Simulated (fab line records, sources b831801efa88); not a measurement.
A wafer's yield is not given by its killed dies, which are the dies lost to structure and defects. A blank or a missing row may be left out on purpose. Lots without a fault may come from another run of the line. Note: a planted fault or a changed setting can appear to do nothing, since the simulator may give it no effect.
Which tool is to blame? | flow sky130 | 24 lots with 72 wafers sampled at 6 steps, on a route of 708 steps

== WHAT THE GAUGES READ, wafer by wafer ==
SKY_LOCAL_INTERCONNECT_OVL_MEAS_12. Usual: LOCAL_INTERCONNECT_OVL typically reads 3 nm, with standard deviation 6.1.
lot  | measured     | on         | LOCAL_INTERCONNECT_OVL (nm) | flag
L075 | day 31 13:54 | overlay-02 | -5 8 -2                     | 
L074 | day 31 15:24 | overlay-01 | 13 7 14                     | 
L079 | day 31 15:45 | overlay-01 | -1 1 -6                     | 
L077 | day 31 15:48 | overlay-01 | 11 8 9                      | 
L076 | day 31 15:52 | overlay-01 | -1 -8 0                     | 
L078 | day 31 16:07 | overlay-01 | 10 8 6                      | 
L080 | day 31 16:27 | overlay-02 | -3 -4 -3                    | 
L081 | day 31 20:57 | overlay-01 | 1 5 2                       | 
L082 | day 33 00:55 | overlay-01 | 4 -5 3                      | 
L083 | day 33 03:00 | overlay-02 | 8 7 11                      | 
L084 | day 33 10:19 | overlay-02 | -5 4 -1                     | 
L086 | day 38 01:42 | overlay-02 | 10 1 4                      | 
L087 | day 38 03:22 | overlay-02 | 5 4 11                      | 
L089 | day 38 03:48 | overlay-02 | -5 7 0                      | 
L093 | day 38 03:54 | overlay-01 | 15 4 11                     | 
L088 | day 38 04:16 | overlay-01 | 6 -4 -4                     | 
L085 | day 38 04:37 | overlay-02 | 6 4 4                       | 
L095 | day 38 05:34 | overlay-01 | -1 -9 -4                    | 
L091 | day 38 05:43 | overlay-02 | 10 4 -1                     | 
L090 | day 38 07:19 | overlay-01 | 9 6 6                       | 
L094 | day 38 07:40 | overlay-02 | 1 3 8                       | 
L096 | day 38 08:58 | overlay-02 | 8 4 13                      | 
L097 | day 38 09:48 | overlay-01 | 14 3 0                      | 
L092 | day 38 11:04 | overlay-01 | -1 1 -9                     | 

SKY_VIA3_OVL_MEAS_13. Usual: VIA3_OVL typically reads 0 nm, with standard deviation 5.
lot  | measured     | on         | VIA3_OVL (nm) | flag
L075 | day 40 13:30 | overlay-02 | -1 -8 -10     | 
L074 | day 40 15:09 | overlay-02 | -4 -1 3       | 
L079 | day 40 15:00 | overlay-02 | 5 10 9        | 
L077 | day 40 15:28 | overlay-02 | -2 -1 1       | 
L076 | day 40 17:46 | overlay-02 | -6 -3 -4      | 
L078 | day 40 15:58 | overlay-02 | 2 3 -4        | 
L080 | day 40 18:07 | overlay-01 | -3 -4 4       | 
L081 | day 40 18:51 | overlay-02 | 1 2 14        | 
L082 | day 41 20:10 | overlay-02 | 7 6 9         | 
L083 | day 41 21:04 | overlay-02 | -3 1 6        | 
L084 | day 42 02:55 | overlay-02 | -7 -7 -9      | 
L086 | day 46 06:09 | overlay-02 | 7 -1 9        | 
L087 | day 46 08:40 | overlay-02 | -4 1 -6       | 
L089 | day 46 08:16 | overlay-01 | 4 -3 -1       | 
L093 | day 46 09:39 | overlay-01 | 2 -2 -2       | 
L088 | day 46 08:55 | overlay-01 | 4 2 2         | 
L085 | day 46 10:52 | overlay-02 | 3 -4 1        | 
L095 | day 46 12:24 | overlay-01 | 0 -1 -5       | 
L091 | day 46 15:52 | overlay-01 | -1 0 -4       | 
L090 | day 46 17:04 | overlay-02 | 8 -7 6        | 
L094 | day 46 18:04 | overlay-02 | 2 0 1         | 
L096 | day 46 19:49 | overlay-01 | -4 -5 0       | 
L097 | day 46 20:18 | overlay-01 | 3 7 -3        | 
L092 | day 46 21:55 | overlay-01 | 0 -2 -1       | 

== WHAT TOOL EACH LOT RAN ON (gives the tool, then ch and the chambers of the sampled wafers, and finally the start) ==
lot  | SKY_LI_CONTACT_SPUTTER_20   | SKY_CONTACT_ETCH_17               | SKY_VIA1_CMP_24               | SKY_METAL2_SPUTTER_02
L075 | pvdSputter-04, day 30 08:56 | rieDiel-02 ch 0,1,2, day 32 18:57 | cmp-02 ch 1,2,3, day 35 03:01 | pvdSputter-03, day 35 03:19
L074 | pvdSputter-01, day 30 09:17 | rieDiel-02 ch 0,2, day 32 20:11   | cmp-02 ch 1,2,3, day 35 04:18 | pvdSputter-03, day 35 04:36
L079 | pvdSputter-02, day 30 10:14 | rieDiel-03 ch 0,2,3, day 32 20:18 | cmp-01 ch 0,1,2, day 35 04:03 | pvdSputter-02, day 35 04:21
L077 | pvdSputter-01, day 30 10:41 | rieDiel-04 ch 0,2,3, day 32 20:35 | cmp-01 ch 0,1,3, day 35 04:30 | pvdSputter-04, day 35 04:42
L076 | pvdSputter-01, day 30 11:11 | rieDiel-03 ch 2,3, day 32 20:56   | cmp-01 ch 0,2,3, day 35 05:36 | pvdSputter-04, day 35 05:51
L078 | pvdSputter-04, day 30 11:41 | rieDiel-04 ch 0,1,3, day 32 21:14 | cmp-02 ch 0,3, day 35 05:18   | pvdSputter-03, day 35 05:39
L080 | pvdSputter-01, day 30 11:44 | rieDiel-02 ch 0,1, day 32 21:17   | cmp-02 ch 1,2,3, day 35 06:09 | pvdSputter-02, day 35 06:30
L081 | pvdSputter-02, day 30 16:47 | rieDiel-02 ch 1,2, day 33 01:02   | cmp-02 ch 0,1,2, day 35 08:54 | pvdSputter-02, day 35 09:09
L082 | pvdSputter-01, day 31 20:38 | rieDiel-02 ch 1,2,3, day 34 03:59 | cmp-02 ch 0,1,3, day 36 12:36 | pvdSputter-03, day 36 12:57
L083 | pvdSputter-02, day 31 22:44 | rieDiel-02 ch 0,1,2, day 34 06:08 | cmp-02 ch 0,1,2, day 36 14:40 | pvdSputter-03, day 36 15:00
L084 | pvdSputter-01, day 32 07:29 | rieDiel-03 ch 0,3, day 34 13:29   | cmp-01 ch 0,1, day 36 20:52   | pvdSputter-02, day 36 21:09
L086 | pvdSputter-04, day 37 00:29 | rieDiel-03 ch 0,1,3, day 39 03:38 | cmp-01 ch 0,1,3, day 41 06:56 | pvdSputter-03, day 41 07:14
L087 | pvdSputter-01, day 37 01:47 | rieDiel-03 ch 0,1, day 39 05:47   | cmp-01 ch 0,2,3, day 41 10:03 | pvdSputter-04, day 41 10:18
L089 | pvdSputter-02, day 37 01:56 | rieDiel-04 ch 1,2, day 39 05:47   | cmp-02 ch 0,1, day 41 09:42   | pvdSputter-03, day 41 10:03
L093 | pvdSputter-01, day 37 02:08 | rieDiel-03 ch 1,2,3, day 39 06:32 | cmp-02 ch 0,2, day 41 11:10   | pvdSputter-03, day 41 11:31
L088 | pvdSputter-04, day 37 02:29 | rieDiel-04 ch 0,2, day 39 06:53   | cmp-01 ch 1,3, day 41 11:30   | pvdSputter-02, day 41 11:50
L085 | pvdSputter-01, day 37 03:47 | rieDiel-02 ch 0,2,3, day 39 06:56 | cmp-01 ch 0,2, day 41 11:52   | pvdSputter-04, day 41 12:13
L095 | pvdSputter-04, day 37 04:29 | rieDiel-03 ch 0,2, day 39 07:23   | cmp-02 ch 1,2, day 41 12:47   | pvdSputter-03, day 41 13:08
L091 | pvdSputter-02, day 37 04:44 | rieDiel-02 ch 0,1,3, day 39 07:35 | cmp-01 ch 0,1, day 41 13:13   | pvdSputter-04, day 41 13:31
L090 | pvdSputter-01, day 37 05:42 | rieDiel-03 ch 1,2, day 39 09:38   | cmp-02 ch 0,1, day 41 14:40   | pvdSputter-03, day 41 15:01
L094 | pvdSputter-04, day 37 06:32 | rieDiel-04 ch 1,3, day 39 09:42   | cmp-01 ch 0,1,3, day 41 14:50 | pvdSputter-02, day 41 15:08
L096 | pvdSputter-01, day 37 07:23 | rieDiel-03 ch 0,1, day 39 11:08   | cmp-01 ch 0,1,3, day 41 15:55 | pvdSputter-03, day 41 16:10
L097 | pvdSputter-02, day 37 07:44 | rieDiel-02 ch 0,1,3, day 39 11:29 | cmp-02 ch 0,2,3, day 41 16:26 | pvdSputter-04, day 41 16:47
L092 | pvdSputter-04, day 37 10:15 | rieDiel-03 ch 0,1,2, day 39 12:47 | cmp-01 ch 0,1, day 41 17:31   | pvdSputter-03, day 41 17:49
- SKY_LI_CONTACT_SPUTTER_20: material TiN, target thk 20 nm, time 80 s.
- SKY_CONTACT_ETCH_17: etches SiO2 in C4F8/O2/Ar, stops on Si3N4, target depth 340 nm.
- SKY_VIA1_CMP_24: polishes, stops on SiO2, t overpolish 15 s, target thk 0 nm.
- SKY_METAL2_SPUTTER_02: material AlCu, target thk 250 nm, time 13.3 s.

== AS READ BY THE TOOLS THEMSELVES (means over the sampled wafers that have a number; for cases with no such wafer, the mark the record gives instead) ==
SKY_LI_CONTACT_SPUTTER_20. Usual: throttleValvePct reads 30.2 % (standard deviation 0.92).
lot  | tool          | throttleValvePct (%) | flag
L075 | pvdSputter-04 | 30.5                 | 
L074 | pvdSputter-01 | 30.3                 | 
L079 | pvdSputter-02 | 29.8                 | 
L077 | pvdSputter-01 | 30.2                 | 
L076 | pvdSputter-01 | 30.4                 | 
L078 | pvdSputter-04 | 30.4                 | 
L080 | pvdSputter-01 | 30.6                 | 
L081 | pvdSputter-02 | 29.6                 | 
L082 | pvdSputter-01 | 29.9                 | 
L083 | pvdSputter-02 | 30.0                 | 
L084 | pvdSputter-01 | 29.5                 | 
L086 | pvdSputter-04 | 30.3                 | 
L087 | pvdSputter-01 | 30.1                 | 
L089 | pvdSputter-02 | 30.9                 | 
L093 | pvdSputter-01 | 30.2                 | 
L088 | pvdSputter-04 | 30.2                 | 
L085 | pvdSputter-01 | 30.5                 | 
L095 | pvdSputter-04 | 30.6                 | 
L091 | pvdSputter-02 | 29.9                 | 
L090 | pvdSputter-01 | 30.5                 | 
L094 | pvdSputter-04 | 30.3                 | 
L096 | pvdSputter-01 | 30.1                 | 
L097 | pvdSputter-02 | 30.0                 | 
L092 | pvdSputter-04 | 31.4                 | 

SKY_CONTACT_ETCH_17. Usual: oesProductAu reads 0.892 a.u. (standard deviation 0.0052).
lot  | tool       | oesProductAu (a.u.) | flag
L075 | rieDiel-02 | 0.896               | 
L074 | rieDiel-02 | 0.892               | 
L079 | rieDiel-03 | 0.886               | 
L077 | rieDiel-04 | 0.888               | 
L076 | rieDiel-03 | 0.889               | 
L078 | rieDiel-04 | 0.891               | 
L080 | rieDiel-02 | 0.898               | 
L081 | rieDiel-02 | 0.896               | 
L082 | rieDiel-02 | 0.892               | 
L083 | rieDiel-02 | 0.890               | 
L084 | rieDiel-03 | 0.886               | 
L086 | rieDiel-03 | 0.887               | 
L087 | rieDiel-03 | 0.888               | 
L089 | rieDiel-04 | 0.893               | 
L093 | rieDiel-03 | 0.896               | 
L088 | rieDiel-04 | 0.892               | 
L085 | rieDiel-02 | 0.887               | 
L095 | rieDiel-03 | 0.895               | 
L091 | rieDiel-02 | 0.895               | 
L090 | rieDiel-03 | 0.884               | 
L094 | rieDiel-04 | 0.894               | 
L096 | rieDiel-03 | 0.891               | 
L097 | rieDiel-02 | 0.893               | 
L092 | rieDiel-03 | 0.887               | 

SKY_VIA1_CMP_24. Usual: motorCurrentA 11.1 A, standard deviation 1.5; overpolishRunS 15.001 s, standard deviation 0.0091; slurryFilterDpKPa 13.52 kPa, standard deviation 0.14; timeToEndpointS 66 s, standard deviation 3.7.
lot  | tool   | motorCurrentA (A) | overpolishRunS (s) | slurryFilterDpKPa (kPa) | timeToEndpointS (s) | flag
L075 | cmp-02 | 11.1              | 14.997             | 13.51                   | 68                  | 
L074 | cmp-02 | 10.7              | 15.001             | 13.59                   | 69                  | 
L079 | cmp-01 | 11.1              | 14.997             | 13.52                   | 64                  | 
L077 | cmp-01 | 11.2              | 15.007             | 13.42                   | 68                  | 
L076 | cmp-01 | 11.4              | 15.005             | 13.57                   | 67                  | 
L078 | cmp-02 | 9.5               | 15.003             | 13.45                   | 64                  | 
L080 | cmp-02 | 10.9              | 14.997             | 13.55                   | 66                  | 
L081 | cmp-02 | 11.4              | 15.002             | 13.54                   | 70                  | 
L082 | cmp-02 | 9.7               | 15.009             | 13.57                   | 70                  | 
L083 | cmp-02 | 11.5              | 15.000             | 13.56                   | 70                  | 
L084 | cmp-01 | 10.5              | 14.995             | 13.39                   | 62                  | 
L086 | cmp-01 | 11.2              | 14.998             | 13.64                   | 64                  | 
L087 | cmp-01 | 11.4              | 15.002             | 13.59                   | 65                  | 
L089 | cmp-02 | 10.1              | 15.000             | 13.49                   | 61                  | 
L093 | cmp-02 | 12.4              | 15.002             | 13.60                   | 61                  | 
L088 | cmp-01 | 11.6              | 14.994             | 13.49                   | 64                  | 
L085 | cmp-01 | 11.5              | 15.002             | 13.39                   | 67                  | 
L095 | cmp-02 | 11.2              | 15.000             | 13.44                   | 63                  | 
L091 | cmp-01 | 10.4              | 15.001             | 13.61                   | 66                  | 
L090 | cmp-02 | 10.2              | 14.998             | 13.43                   | 61                  | 
L094 | cmp-01 | 11.3              | 14.994             | 13.48                   | 66                  | 
L096 | cmp-01 | 11.2              | 15.008             | 13.47                   | 66                  | 
L097 | cmp-02 | 11.0              | 15.002             | 13.51                   | 59                  | 
L092 | cmp-01 | 10.4              | 14.997             | 13.60                   | 66                  | 

SKY_METAL2_SPUTTER_02. Usual: throttleValvePct reads 29.8 % (standard deviation 1.2).
lot  | tool          | throttleValvePct (%) | flag
L075 | pvdSputter-03 | 29.0                 | 
L074 | pvdSputter-03 | 30.2                 | 
L079 | pvdSputter-02 | 29.1                 | 
L077 | pvdSputter-04 | 31.2                 | 
L076 | pvdSputter-04 | 30.3                 | 
L078 | pvdSputter-03 | 27.9                 | 
L080 | pvdSputter-02 | 29.7                 | 
L081 | pvdSputter-02 | 29.6                 | 
L082 | pvdSputter-03 | 29.5                 | 
L083 | pvdSputter-03 | 28.2                 | 
L084 | pvdSputter-02 | 30.4                 | 
L086 | pvdSputter-03 | 28.9                 | 
L087 | pvdSputter-04 | 30.0                 | 
L089 | pvdSputter-03 | 30.4                 | 
L093 | pvdSputter-03 | 29.6                 | 
L088 | pvdSputter-02 | 30.9                 | 
L085 | pvdSputter-04 | 30.7                 | 
L095 | pvdSputter-03 | 28.4                 | 
L091 | pvdSputter-04 | 30.6                 | 
L090 | pvdSputter-03 | 30.6                 | 
L094 | pvdSputter-02 | 30.5                 | 
L096 | pvdSputter-03 | 29.6                 | 
L097 | pvdSputter-04 | 31.3                 | 
L092 | pvdSputter-03 | 29.5                 | 

== THE ANSWER, worked out from the rows above alone ==
Rule: take the mean of a lot's wafers that have a number; if it is more than 3 standard deviations from the usual mean, the lot is off. Also off: a lot with no number at a reading for which 4 or more lots have one. All remaining lots with rows at the step are treated as sound. Order of review: gauges by route order, followed by the tools' own readings, for which a lot's mean as printed above is used. At the first step where some lot is off, the reading lying furthest off is the one used; lots without a number count as furthest.
None of the lots is off at any reading shown; this tells nothing.

== WHAT THE SIMULATOR PUT IN ==
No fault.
